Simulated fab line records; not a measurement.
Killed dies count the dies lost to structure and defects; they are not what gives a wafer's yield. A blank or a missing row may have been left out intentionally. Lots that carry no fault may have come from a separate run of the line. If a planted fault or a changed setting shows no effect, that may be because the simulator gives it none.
Check for tools in common ; flow gf180mcu ; 36 wafers sampled across 12 lots

== WHAT PROMPTED THE OPENING ==
At GF_HV_LDD_THK_MEAS_57 the reading HV_LDD_CVD_56_THK is flagged on 1 of 12 lots. Wafers without a fault read 89.8 nm, standard deviation 0.75.
Rule: a lot gets a flag if all its wafers with a number sit over 4 standard deviations from that mean, or if no wafer of it has a number. All remaining lots are regarded as sound.

lot;measured;on;HV_LDD_CVD_56_THK (nm), wafer by wafer;flag
L885;day 12 11:16;film_metro-02;88.8 88.9 88.5;
L887;day 13 11:14;film_metro-02;90.4 90.9 90.1;
L888;day 13 19:02;film_metro-04;90.8 90.8 91.2;
L889;day 14 03:51;film_metro-01;88.9 89.0 88.7;
L892;day 15 09:54;film_metro-01;89.5 89.8 89.4;
L893;day 15 14:23;film_metro-04;89.3 90.1 89.6;
L894;day 15 20:48;film_metro-01;90.0 89.4 90.7;
L895;day 16 04:59;film_metro-01;90.9 90.8 90.5;
L896;day 16 11:03;film_metro-04;89.2 88.9 89.4;
L897;day 16 18:25;film_metro-02;90.6 90.3 89.5;
L901;day 18 06:46;film_metro-04;97.9 97.2 96.7;FLAGGED
L908;day 20 15:40;film_metro-04;89.5 90.2 90.2;
The numbers of the flagged lots are 97.3 nm on average: +7.5 nm against the usual, or +10 standard deviations.

== WHICH TOOL EACH LOT WENT THROUGH ==
The record holds 1 process step before the reading, out of a route of 602 steps. Every cell lists first the tool, next ch and the chambers used by the sampled wafers, and last the start.
lot;flag;GF_HV_LDD_CVD_56
L885;;lpcvd-02 ch 0, day 12 09:50
L887;;lpcvd-01 ch 1, day 13 09:47
L888;;lpcvd-01 ch 0, day 13 17:36
L889;;lpcvd-01 ch 1, day 14 02:25
L892;;lpcvd-02 ch 0, day 15 08:28
L893;;lpcvd-02 ch 0, day 15 12:56
L894;;lpcvd-02 ch 0, day 15 19:21
L895;;lpcvd-02 ch 0, day 16 03:34
L896;;lpcvd-02 ch 0, day 16 09:36
L897;;lpcvd-02 ch 0, day 16 16:59
L901;FLAGGED;lpcvd-02 ch 0, day 18 05:20
L908;;lpcvd-02 ch 1, day 20 14:13
What the steps here do:
- GF_HV_LDD_CVD_56: deposits Si3N4 from DCS/NH3, target thk 90 nm, time 1543 s.
- GF_HV_LDD_THK_MEAS_57

== FLAGGED OVER TOTAL, TOOL BY TOOL (the gauges that took the reading come last) ==
step;tool;lots run;flagged;share of the flagged lots;sound lots run after its first flagged lot
GF_HV_LDD_CVD_56;lpcvd-01;3;0;none;-
GF_HV_LDD_CVD_56;lpcvd-02;9;1;all;1 (L908)
GF_HV_LDD_THK_MEAS_57;film_metro-01;4;0;none;-
GF_HV_LDD_THK_MEAS_57;film_metro-02;3;0;none;-
GF_HV_LDD_THK_MEAS_57;film_metro-04;5;1;all;1 (L908)

== WHAT THE TABLE PERMITS ==
In 2 table rows, all flagged lots were run: lpcvd-02 (GF_HV_LDD_CVD_56), film_metro-04 (GF_HV_LDD_THK_MEAS_57).
- lpcvd-02 at GF_HV_LDD_CVD_56 ran 9 lots, 1 of them flagged. Lots that were sound ran on it after the first flagged one (L908); a persistent fault on the entire tool would not allow that.
- film_metro-04 at GF_HV_LDD_THK_MEAS_57 ran 5 lots, 1 of them flagged. Lots that were sound ran on it after the first flagged one (L908); a persistent fault on the entire tool would not allow that.
No row of the table ran every flagged lot and no sound lot after the first.

== WHAT THE SIMULATOR HAD PUT IN ==
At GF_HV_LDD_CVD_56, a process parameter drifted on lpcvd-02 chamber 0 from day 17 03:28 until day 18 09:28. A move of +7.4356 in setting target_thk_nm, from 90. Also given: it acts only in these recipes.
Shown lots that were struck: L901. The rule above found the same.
